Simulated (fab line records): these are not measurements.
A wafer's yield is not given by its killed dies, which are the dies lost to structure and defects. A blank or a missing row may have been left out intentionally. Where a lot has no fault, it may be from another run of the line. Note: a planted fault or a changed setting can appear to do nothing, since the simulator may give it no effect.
Problem report, 8D (eight disciplines) form, completed by code | flow sfq_line | the parts of the form that need people (team, actions taken, sign-off) are left out

1. THE ISSUE
Mean of oes_product_au at SFQ_TRILAYER_L0_VIA_ETCH_VIA_ETCH_016: 0.686 a.u. across 2 wafers in 2 lots; on wafers with no fault it is 0.843 a.u. (standard deviation 0.0087). Relative to the usual mean, that is a shift of -18 standard deviations.
The step: etches SiO2 in CHF3, stops on MoNx KI, target depth 80 nm.
The first sign was on wafer L233.1 at day 11 16:19, on rie_diel-02. At this step, 42 wafers from 14 lots have a number in the record. Rule for "out", or "out of limits": more than 4 standard deviations from the usual mean. Any other wafer with a number is counted as sound.

2. WHAT IT IS, AND WHAT IT ISN'T
question                    | is                | is not
which readings at this step | oes_product_au    | drypump_motor_current_A
which lots                  | L233, L235        | L218, L219, L220, L221, L222, L223, L224, L225, L226, L227, L228, L241
which wafers of those lots  | L233.1, L235.4    | L233.3, L233.6, L235.1, L235.3
read on which tools         | rie_diel-02       | rie_diel-03, rie_diel-04
when                        | from day 11 16:19 | up to then (35 sound wafers); but 5 sound wafers of L235, L241 came after

3. THE SUSPECTS, EACH WITH WHAT RULES IT OUT
Counting: any tool at a process step up to the reading remains a suspect provided it ran every lot that is out. Sound lots after the first of them don't rule it out here, since some wafers of a struck lot are sound.
- pecvd-01 at SFQ_TRILAYER_L0_CAP_PECVD_011 (deposits SiO2 from SiH4/N2O, time 13.333 s, target thk 60 nm): kept. It ran every lot that is out, first L233 (day 7 22:56); its last sound lot up to then is L227 (day 6 16:40).
- rie_diel-02 at SFQ_TRILAYER_L0_VIA_ETCH_VIA_ETCH_016 (etches SiO2 in CHF3, stops on MoNx KI, target depth 80 nm): kept. It ran every lot that is out, first L233 (day 11 16:19); its last sound lot up to then is L223 (day 6 00:32). Its own readings are out on those wafers: oes_product_au.
- At SFQ_TRILAYER_L0_CAP_PECVD_011, inside pecvd-01: chamber 2 took the wafers that are out, while their sound lot-mates went through chambers 0, 1.
Left after counting: pecvd-01 at SFQ_TRILAYER_L0_CAP_PECVD_011, rie_diel-02 at SFQ_TRILAYER_L0_VIA_ETCH_VIA_ETCH_016.

4. THE CAUSE (what the simulator had put in)
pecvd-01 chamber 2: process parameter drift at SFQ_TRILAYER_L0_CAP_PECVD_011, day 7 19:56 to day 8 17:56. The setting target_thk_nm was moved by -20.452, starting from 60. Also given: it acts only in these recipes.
After counting, 2 suspects remain, this tool included.

5. THE EFFECT CHAIN, in route order
Each row: a reading where the mean over the struck wafers with a number is more than 3 standard deviations away from the usual. Scope: only readings with a usual standard deviation given in the record; hours: median across lots of the time from each lot's start at the first step in this table that gives one to its start at this step; sigmas: change in usual standard deviations.
hours | step                                  | reading        | usual      | on struck wafers | change | sigmas
0     | SFQ_TRILAYER_L0_VIA_ETCH_VIA_ETCH_016 | oes_product_au | 0.843 a.u. | 0.686            | -0.157 | -18
It contains these process steps:
- SFQ_TRILAYER_L0_VIA_ETCH_VIA_ETCH_016: etches SiO2 in CHF3, stops on MoNx KI, target depth 80 nm.

6. HOW IT WOULD HAVE BEEN CAUGHT EARLIER
The fault began at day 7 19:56; the first out-of-limits reading in this record came at day 11 16:19, 92 hours later.
Of the tool readings at SFQ_TRILAYER_L0_CAP_PECVD_011 for which the record gives a usual standard deviation, none was out on any struck wafer, so an alarm limit of 4 standard deviations on them would not have fired.
All the lots that are out (2) had begun SFQ_TRILAYER_L0_CAP_PECVD_011 on pecvd-01 by day 11 16:19. A hold on the tool at that time would have spared none of them.
